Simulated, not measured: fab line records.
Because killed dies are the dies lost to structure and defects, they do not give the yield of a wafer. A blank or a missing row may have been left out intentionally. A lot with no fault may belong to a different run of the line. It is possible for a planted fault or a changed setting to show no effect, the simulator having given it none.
fab line records + flow sky130 + part 2 of 2: steps 43 to 43 of 43
record:
- lots: 6
- wafers: 18
- last_day: 50
route steps=708 shown LI_CONTACT@366 LOCAL_INTERCONNECT@387 CONTACT@406 PAD_OPEN@708
lots that met no fault: from a run of the same line without faults
start_h: hours from the record's first day to the start of the lot's first wafer shown + wait_h: how many hours have passed since the lot's step before this one + " same as the row above + L1.1+2: a single row standing in for several wafers + - value missing, or start not given + * or withheld: withheld + < > ~ a bound
route shown NAME@n: names a module that has steps shown in the file, with the first one's number in the route + usual: mean and standard deviation over wafers with no fault + same: alike in all rows + chamber/n: place in a boat + sites: readings site by site + _std_site: the standard deviation of these + _edge_site: mean of outer sites minus mean of inner sites + radius_mm: how far each site lies from the wafer's centre + mask NAME#n: copy n + behind: tool/chamber where the wafer was last shaped + hold: reason for holding the lot/hours on hold/outcome of the hold + device: the n, p or np transistor that did not switch + end of line: the tests these same wafers got at the end of their route + for a step that has no rows: nothing shown but its recipe + killed: dies that structure and defects cost at the first sort, which is not the same as the wafer's yield + map: shows each die of a wafer: x if killed, . if not, _ if none is there
set.NAME: the setting the step ran with; set.NAME@STEP: the setting that earlier step ran with + model.NAME: the simulator's own value behind a step, which no gauge read
certain route steps with their lots: each step a table, each wafer a row
services: the hour from which a tool's chamber was out of use, counted from the record's first day as start_h (under 0 if before that day), plus the number of hours and why
== steps ==
step: SKY_PAD_OPEN_PROBE_99
usual:
- killed_at_M0_to_M3: 42/6.6
- killed_at_M4_up: 3.0/1.7
- killed_at_contacts: 24/5.3
- killed_at_front_end: 15/4.5
- killed_at_other: 0.2/0.49
- killed_dies: 83/9
- killed_open: 45/6.9
- killed_short: 38/5.8
same:
- gross_dies: 492
- killed_at_back_side: 0
| lot.wafer | tool      | chamber | start_h | wait_h | hold                     | killed_at_M0_to_M3 | killed_at_M4_up | killed_at_contacts | killed_at_front_end | killed_at_other | killed_dies | killed_open | killed_short |
|-----------|-----------|---------|---------|--------|--------------------------|--------------------|-----------------|--------------------|---------------------|-----------------|-------------|-------------|--------------|
| L804.2    | prober-02 | -       | 1114.81 | 0.1    | -                        | 34                 | 0               | 23                 | 24                  | 0               | 81          | 43          | 38           |
| L804.4    | prober-02 | -       | 1114.91 | 0.2    | -                        | 43                 | 3               | 31                 | 15                  | 0               | 92          | 52          | 40           |
| L804.6    | prober-02 | -       | 1115.01 | 0.2    | -                        | 35                 | 0               | 19                 | 21                  | 1               | 76          | 41          | 35           |
| L814.3    | prober-01 | -       | 1153.00 | 0.2    | -                        | 47                 | 1               | 21                 | 10                  | 0               | 79          | 40          | 39           |
| L814.4    | prober-01 | -       | 1153.05 | 0.2    | -                        | 32                 | 1               | 17                 | 20                  | 0               | 70          | 43          | 27           |
| L814.5    | prober-01 | -       | 1153.10 | 0.2    | -                        | 42                 | 2               | 15                 | 16                  | 1               | 76          | 38          | 38           |
| L820.3    | prober-01 | -       | 1168.54 | 0.2    | -                        | 54                 | 3               | 34                 | 22                  | 0               | 113         | 65          | 48           |
| L820.4    | prober-01 | -       | 1168.59 | 0.2    | -                        | 50                 | 2               | 29                 | 21                  | 1               | 103         | 63          | 40           |
| L820.6    | prober-01 | -       | 1168.69 | 0.2    | -                        | 42                 | 2               | 27                 | 13                  | 1               | 85          | 45          | 39           |
| L823.2    | prober-02 | -       | 1186.05 | 0.1    | await_dispo/2.0h/release | 45                 | 5               | 66                 | 14                  | 0               | 130         | 49          | 41           |
| L823.4    | prober-02 | -       | 1186.15 | 0.2    | await_dispo/2.0h/release | 38                 | 4               | 55                 | 17                  | 0               | 114         | 44          | 39           |
| L823.5    | prober-02 | -       | 1186.20 | 0.2    | await_dispo/2.0h/release | 39                 | 4               | 44                 | 9                   | 1               | 97          | 39          | 33           |
| L827.1    | prober-02 | -       | 1195.91 | 0.1    | -                        | 38                 | 2               | 29                 | 18                  | 0               | 87          | 52          | 34           |
| L827.3    | prober-02 | -       | 1196.01 | 0.2    | -                        | 39                 | 4               | 23                 | 17                  | 0               | 83          | 46          | 37           |
| L827.5    | prober-02 | -       | 1196.11 | 0.2    | -                        | 38                 | 5               | 24                 | 20                  | 0               | 87          | 44          | 43           |
| L824.1    | prober-01 | -       | 1196.87 | 0.1    | await_dispo/2.1h/release | 46                 | 2               | 57                 | 21                  | 0               | 126         | 59          | 35           |
| L824.3    | prober-01 | -       | 1196.97 | 0.2    | await_dispo/2.1h/release | 43                 | 3               | 40                 | 11                  | 0               | 97          | 39          | 30           |
| L824.6    | prober-01 | -       | 1197.12 | 0.2    | await_dispo/2.1h/release | 38                 | 1               | 48                 | 11                  | 0               | 98          | 41          | 30           |
killed by level:class
L804.2 CONTACT:geometric_particle:open=9 VIA2:geometric_particle:open=8 FIELD_ISO:geometric_particle:short=7 METAL1:geometric_particle:short=7 POLY_GATE:geometric_particle:short=6 FIELD_ISO:geometric_particle:open=5 CONTACT:geometric_particle:short=5 VIA3:geometric_particle:open=5
L804.4 CONTACT:geometric_particle:open=12 VIA1:geometric_particle:open=8 LOCAL_INTERCONNECT:geometric_particle:short=8 METAL1:geometric_particle:short=7 VIA2:geometric_particle:short=6 LI_CONTACT:geometric_particle:open=6 VIA2:geometric_particle:open=6 FIELD_ISO:geometric_particle:open=5
L804.6 VIA2:geometric_particle:open=9 CONTACT:geometric_particle:open=8 VIA1:geometric_particle:open=8 POLY_GATE:geometric_particle:short=7 FIELD_ISO:geometric_particle:short=4 POLY_GATE:geometric_particle:open=4 LI_CONTACT:geometric_particle:open=4 METAL1:geometric_particle:short=4
L814.3 METAL2:geometric_particle:short=14 CONTACT:geometric_particle:open=9 VIA1:geometric_particle:short=9 LI_CONTACT:geometric_particle:open=7 VIA2:geometric_particle:open=7 METAL1:geometric_particle:short=5 VIA1:geometric_particle:open=4 VIA3:geometric_particle:open=4
L814.4 VIA1:geometric_particle:open=10 CONTACT:geometric_particle:open=8 FIELD_ISO:geometric_particle:open=5 VIA2:geometric_particle:open=5 POLY_GATE:geometric_particle:open=4 CONTACT:geometric_particle:short=4 METAL2:geometric_particle:short=4 FIELD_ISO:geometric_particle:short=3
L814.5 VIA3:geometric_particle:open=7 VIA1:geometric_particle:open=6 METAL2:geometric_particle:short=6 FIELD_ISO:geometric_particle:open=5 VIA1:geometric_particle:short=5 VIA2:geometric_particle:short=4 VIA2:geometric_particle:open=4 FIELD_ISO:geometric_particle:short=3
L820.3 LI_CONTACT:geometric_particle:open=16 VIA1:geometric_particle:open=11 VIA2:geometric_particle:open=10 METAL2:geometric_particle:short=10 POLY_GATE:geometric_particle:open=7 CONTACT:geometric_particle:open=7 METAL1:geometric_particle:short=7 POLY_GATE:geometric_particle:short=6
L820.4 CONTACT:geometric_particle:open=18 VIA1:geometric_particle:open=14 METAL2:geometric_particle:short=8 METAL1:geometric_particle:short=7 VIA3:geometric_particle:open=7 FIELD_ISO:geometric_particle:open=5 POLY_GATE:geometric_particle:open=5 POLY_GATE:geometric_particle:short=4
L820.6 LI_CONTACT:geometric_particle:open=9 CONTACT:geometric_particle:open=9 METAL1:geometric_particle:short=8 VIA2:geometric_particle:open=8 VIA1:geometric_particle:open=7 CONTACT:geometric_particle:short=6 VIA1:geometric_particle:short=5 METAL3:geometric_particle:short=5
L823.2 LI_CONTACT:unspecified=37 CONTACT:geometric_particle:open=11 METAL2:geometric_particle:short=9 VIA3:geometric_particle:open=8 VIA1:geometric_particle:open=7 LI_CONTACT:geometric_particle:open=6 FIELD_ISO:geometric_particle:open=5 LI_CONTACT:geometric_particle:short=5
L823.4 LI_CONTACT:unspecified=30 VIA1:geometric_particle:open=13 CONTACT:geometric_particle:open=9 LOCAL_INTERCONNECT:geometric_particle:short=4 POLY_GATE:geometric_particle:open=4 LI_CONTACT:geometric_particle:short=4 METAL1:geometric_particle:short=4 METAL2:geometric_particle:short=4
L823.5 LI_CONTACT:unspecified=24 CONTACT:geometric_particle:open=8 VIA1:geometric_particle:open=8 LI_CONTACT:geometric_particle:open=6 VIA3:geometric_particle:open=6 METAL1:geometric_particle:short=5 METAL2:geometric_particle:short=4 VIA1:geometric_particle:short=4
L827.1 LI_CONTACT:geometric_particle:open=12 CONTACT:geometric_particle:open=9 VIA1:geometric_particle:open=9 FIELD_ISO:geometric_particle:open=7 VIA3:geometric_particle:open=7 VIA1:geometric_particle:short=6 FIELD_ISO:geometric_particle:short=5 LOCAL_INTERCONNECT:geometric_particle:short=4
L827.3 VIA2:geometric_particle:open=10 FIELD_ISO:geometric_particle:short=8 VIA1:geometric_particle:open=8 FIELD_ISO:geometric_particle:open=7 CONTACT:geometric_particle:short=6 CONTACT:geometric_particle:open=6 VIA3:geometric_particle:open=6 LI_CONTACT:geometric_particle:open=5
L827.5 LI_CONTACT:geometric_particle:open=11 VIA3:geometric_particle:open=9 METAL2:geometric_particle:short=9 FIELD_ISO:geometric_particle:short=7 FIELD_ISO:geometric_particle:open=6 VIA1:geometric_particle:open=6 LOCAL_INTERCONNECT:geometric_particle:short=5 METAL4:geometric_particle:short=5
L824.1 LI_CONTACT:unspecified=32 VIA1:geometric_particle:open=14 VIA2:geometric_particle:open=9 CONTACT:geometric_particle:open=8 FIELD_ISO:geometric_particle:short=6 POLY_GATE:geometric_particle:open=6 CONTACT:geometric_particle:short=6 LI_CONTACT:geometric_particle:open=6
L824.3 LI_CONTACT:unspecified=28 VIA1:geometric_particle:open=9 VIA3:geometric_particle:open=7 CONTACT:geometric_particle:open=6 VIA2:geometric_particle:open=6 METAL1:geometric_particle:short=5 FIELD_ISO:geometric_particle:short=3 METAL1:geometric_particle:open=3
L824.6 LI_CONTACT:unspecified=27 VIA1:geometric_particle:open=9 CONTACT:geometric_particle:open=8 VIA1:geometric_particle:short=6 VIA2:geometric_particle:open=6 LI_CONTACT:geometric_particle:short=5 VIA3:geometric_particle:open=4 VIA2:geometric_particle:short=4
map L823.2 (x killed, . not)
__________.........._________
________xx...........x_______
______.x.xx....x.x.x...x_____
_____.....x..............____
____....x...........xx....___
___x........xx........xx...__
__xx..................x....._
_...x.x........xx...xx.xxx...
_..x...xx.x..x........x....x.
_..x..x...xx.......x...xxx...
_...x......xx..............x.
_x.x......xx...xx............
_....x.....x......x.........x
_.......x.x...x.x..x........x
_.............x..x.....xxx...
__........x...x..xxx........_
___x.....x..x.xx.xxxx.x...x__
____........x.x..xxxxxxxx.___
_____.....xx..xx..xxxxxxx____
______.....x.x..xxxxxxxx_____
________.x.....xxxxxxx_______
__________......xxxx_________
map L824.1 (x killed, . not)
__________.x........_________
________..x.x.x.xx...._______
______.x...x..x......x.x_____
_____.xx.x..........x....____
____.x..x.xx............xx___
___x...xx.......x..........__
__..x...x......xx.x.......xx_
_.x................x..xx..xx.
_...........x.......x......x.
_.....x...x.....x.......xx..x
_.x......x..xx.......xx......
_.............x.x.....x......
_.x.x.....xx....x..........x.
_.x.....x.x......x...x....x..
_..x...x.x.x...x...xx........
__...x........x...xxx.x....._
___.x........x...x..xx.....__
____.....x..x....xxxxx..x.___
_____...xx..xxxx.xxxxxxx.____
______..........xxxxxx.x_____
________xx...x..x.xxxx_______
__________......xxxx_________
== services ==
| tool            | chamber | start_h | hours | kind   |
|-----------------|---------|---------|-------|--------|
| plasma_asher-01 | -       | 696.02  | 2.8   | pm     |
| rie_metal-04    | 1       | 716.12  | -     | clean  |
| cvd_w-02        | -       | 732.22  | 2.8   | pm     |
| plasma_asher-04 | -       | 733.75  | 9.0   | pm     |
| cmp-01          | -       | 733.81  | 0.3   | repair |
| cmp-02          | -       | 736.49  | 0.8   | repair |
| cmp-01          | -       | 737.50  | 6.0   | pm     |
| cmp-02          | -       | 746.64  | 4.0   | pm     |
| pvd_sputter-01  | -       | 768.33  | 2.6   | repair |
| pvd_sputter-01  | -       | 772.90  | 66.7  | repair |
| pvd_sputter-01  | -       | 777.03  | 4.0   | repair |
| plasma_asher-03 | -       | 779.93  | 2.8   | pm     |
| cmp-01          | -       | 781.89  | 0.2   | repair |
| pvd_sputter-01  | -       | 786.09  | 5.0   | repair |
| cvd_w-01        | -       | 797.49  | 2.8   | pm     |
| cmp-02          | -       | 800.42  | 5.6   | pm     |
| cvd_w-02        | 1       | 815.71  | 7.3   | repair |
| pvd_sputter-01  | -       | 824.39  | 1.0   | repair |
| rie_metal-04    | -       | 829.42  | 0.5   | repair |
| pvd_sputter-04  | -       | 845.72  | 6.7   | repair |
| plasma_asher-04 | -       | 849.67  | 3.8   | repair |
| cmp-01          | -       | 851.20  | 0.4   | repair |
| rie_metal-02    | -       | 856.19  | 4.3   | pm     |
| cvd_w-02        | 1       | 858.18  | 2.2   | repair |
== key ==
first_sign:
- step: SKY_PAD_OPEN_PROBE_99
- reading: killed_at_contacts
- direction: up
- sigmas: 5.3
- usual: 24
- struck: 52
effect:
- step: SKY_PAD_OPEN_PROBE_99
- reading: killed_dies
- direction: up
- sigmas: 3
- usual: 83
- struck: 110
met_at SKY_LI_CONTACT_STRIP_16
struck_wafers L823.2,L823.4,L823.5,L824.1,L824.3,L824.6
tester_left_out L823,L824
onset_between 778.74 831.35
also_fits SKY_LI_CONTACT_CVD_21:cvd_w-01
fault:
- kind: chamber_particle_source
- tool: plasma_asher-04
- chamber: -
- onset_h: 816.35
- steps: SKY_LI_CONTACT_STRIP_16
- rate_per_visit_cm2: 0.39569
- end_h: 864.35
tester_left_out: of these lots the tester's yield and bins aren't shown, on N5 and GAA mostly nor the transistor test; their killed dies are dies lost to structure and defects alone, not to doping, threshold or leakage, so they don't give the yield
